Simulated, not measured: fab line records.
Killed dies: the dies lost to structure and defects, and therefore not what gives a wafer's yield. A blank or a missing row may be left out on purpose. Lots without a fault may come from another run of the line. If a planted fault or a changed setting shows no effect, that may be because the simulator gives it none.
What tool caused it? -- flow sky130 -- 42 wafers from 14 lots sampled at 5 of the route's 708 steps

## WHAT THE GAUGES READ, wafer by wafer
SKY_GATE_OXIDE_OVL_MEAS_10.
lot,measured,on,GATE_OXIDE_OVL (nm)
L666,day 13 21:07,overlay-02,-0.3 -0.2 -0.4
L667,day 14 15:32,overlay-01,0.5 -1.4 -1.2
L668,day 14 16:03,overlay-01,-3.0 -0.2 -2.8
L669,day 15 00:15,overlay-01,-2.5 -0.6 -0.6
L673,day 16 04:46,overlay-02,- - -
L674,day 16 13:31,overlay-02,- - -
L680,day 19 03:52,overlay-01,-1.3 -1.0 0.3
L681,day 19 13:00,overlay-01,2.2 2.6 2.0
L683,day 20 00:38,overlay-01,-1.7 -2.1 -1.9
L684,day 20 08:24,overlay-01,-1.4 -1.0 0.1
L686,day 21 00:14,overlay-01,0.3 -1.6 -0.5
L687,day 21 11:08,overlay-02,-0.2 -2.8 -1.7
L688,day 21 15:06,overlay-01,0.6 3.0 -0.6
L689,day 21 23:43,overlay-01,-0.4 -1.2 -1.0

SKY_CONTACT_OVL_MEAS_15.
lot,measured,on,CONTACT_OVL (nm)
L666,day 31 13:47,overlay-02,-4 7 -5
L667,day 32 08:13,overlay-01,5 5 -2
L668,day 32 11:37,overlay-02,-1 3 1
L669,day 32 16:22,overlay-02,-2 0 -6
L680,day 36 12:28,overlay-01,5 0 9
L681,day 36 21:09,overlay-02,-5 -2 -1
L683,day 37 04:49,overlay-01,-4 -5 -4
L684,day 37 10:41,overlay-02,-3 -13 -11
L686,day 38 03:50,overlay-01,0 2 9
L687,day 38 07:11,overlay-01,-7 3 0
L688,day 38 13:52,overlay-01,0 6 -1
L689,day 38 18:46,overlay-01,7 0 5

SKY_METAL1_THK_MEAS_06: measures by xrf.
lot,measured,on,METAL1_ALCU_THK (nm)
L666,day 31 15:29,film-metro-04,256 256 255
L667,day 32 09:54,film-metro-03,251 253 247
L668,day 32 13:17,film-metro-03,255 256 253
L669,day 32 18:02,film-metro-03,251 251 248
L680,day 36 14:13,film-metro-02,254 251 258
L681,day 36 22:49,film-metro-02,251 253 257
L683,day 37 06:29,film-metro-03,246 256 253
L684,day 37 12:22,film-metro-02,245 251 244
L686,day 38 05:34,film-metro-03,256 256 258
L687,day 38 08:53,film-metro-03,253 258 252
L688,day 38 15:32,film-metro-02,250 246 246
L689,day 38 20:27,film-metro-03,251 252 254

SKY_METAL1_OVL_MEAS_16.
lot,measured,on,METAL1_OVL (nm)
L666,day 32 19:24,overlay-01,1 -2 -7
L667,day 33 12:44,overlay-02,5 -1 8
L668,day 33 15:50,overlay-02,3 2 4
L669,day 33 20:47,overlay-01,1 8 -4
L680,day 37 16:05,overlay-02,-8 -6 -5
L681,day 38 00:41,overlay-01,7 3 8
L683,day 38 08:44,overlay-02,-13 -9 -7
L684,day 38 13:59,overlay-02,5 4 4
L686,day 39 06:56,overlay-01,3 -2 2
L687,day 39 09:59,overlay-02,8 10 4
L688,day 39 16:35,overlay-02,0 4 2
L689,day 39 22:16,overlay-02,8 6 -3

## TOOL THAT RAN EACH LOT (tool first, then ch and the chambers of the sampled wafers, then the start)
lot,SKY_GATE_OXIDE_COAT_05
L666,"litho-track-04 ch 0, day 13 08:05"
L667,"litho-track-01 ch 0, day 14 02:22"
L668,"litho-track-04 ch 0, day 14 02:26"
L669,"litho-track-03 ch 0, day 14 10:58"
L673,"litho-track-03, day 15 15:14"
L674,"litho-track-04, day 15 23:31"
L680,"litho-track-04 ch 0, day 18 12:18"
L681,"litho-track-03 ch 0, day 18 21:40"
L683,"litho-track-01 ch 0, day 19 09:03"
L684,"litho-track-01 ch 0, day 19 16:46"
L686,"litho-track-03 ch 0, day 20 09:08"
L687,"litho-track-01 ch 0, day 20 18:52"
L688,"litho-track-01 ch 0, day 21 00:01"
L689,"litho-track-04 ch 0, day 21 08:12"
- SKY_GATE_OXIDE_COAT_05: resist thk 1140 nm.

## WHAT THE TOOLS THEMSELVES READ (means of the sampled wafers that have a number; where no wafer has one, the mark that the record gives instead)
SKY_GATE_OXIDE_COAT_05.
lot,tool,chill-plate-temp-C (C),dispense-pressure-kPa (kPa)
L666,litho-track-04,23.05,51.9
L667,litho-track-01,23.10,46.4
L668,litho-track-04,22.94,52.0
L669,litho-track-03,22.96,51.7
L673,litho-track-03,-,-
L674,litho-track-04,-,-
L680,litho-track-04,22.98,52.0
L681,litho-track-03,23.00,51.8
L683,litho-track-01,23.02,46.4
L684,litho-track-01,22.95,46.4
L686,litho-track-03,22.94,51.7
L687,litho-track-01,23.05,46.4
L688,litho-track-01,23.00,46.4
L689,litho-track-04,23.00,52.0

## THE ANSWER, worked out from the rows above alone
Rule: usual is defined by the lots themselves. Put in order of their means at a reading, lots are off if they are a third of the lots or fewer, leave a main group of 4 or more, and stand apart from it by a gap of 3 or more times the standard deviation of the main group's means; of several such gaps the widest counts. The tables above print the reading to a certain number of digits; a main group whose means all agree to those digits is not used. A lot without any number at a reading at which 4 lots or more have one is off too. All remaining lots with rows at the step are treated as sound. First the gauges in route order, then the tools' own readings, where a lot's mean is used as printed above. The first step at which some lot is off is used, and at that step the reading that is off furthest; a lot without a number counts as furthest.
Off: L673, L674, seen at SKY_GATE_OXIDE_OVL_MEAS_10 (GATE_OXIDE_OVL). Without a number there: L673, L674. Mean -0.6 nm and standard deviation 1.2 in the main group.
A tool fits if, at a process step before that reading, it ran every lot that is off, and no sound lot after the first of them. Not tried: the gauges at SKY_GATE_OXIDE_OVL_MEAS_10; whatever is off there is also off at SKY_GATE_OXIDE_COAT_05, on other tools, and gauge error can't account for it. None of those tried fits.

## WHAT WAS PUT IN BY THE SIMULATOR
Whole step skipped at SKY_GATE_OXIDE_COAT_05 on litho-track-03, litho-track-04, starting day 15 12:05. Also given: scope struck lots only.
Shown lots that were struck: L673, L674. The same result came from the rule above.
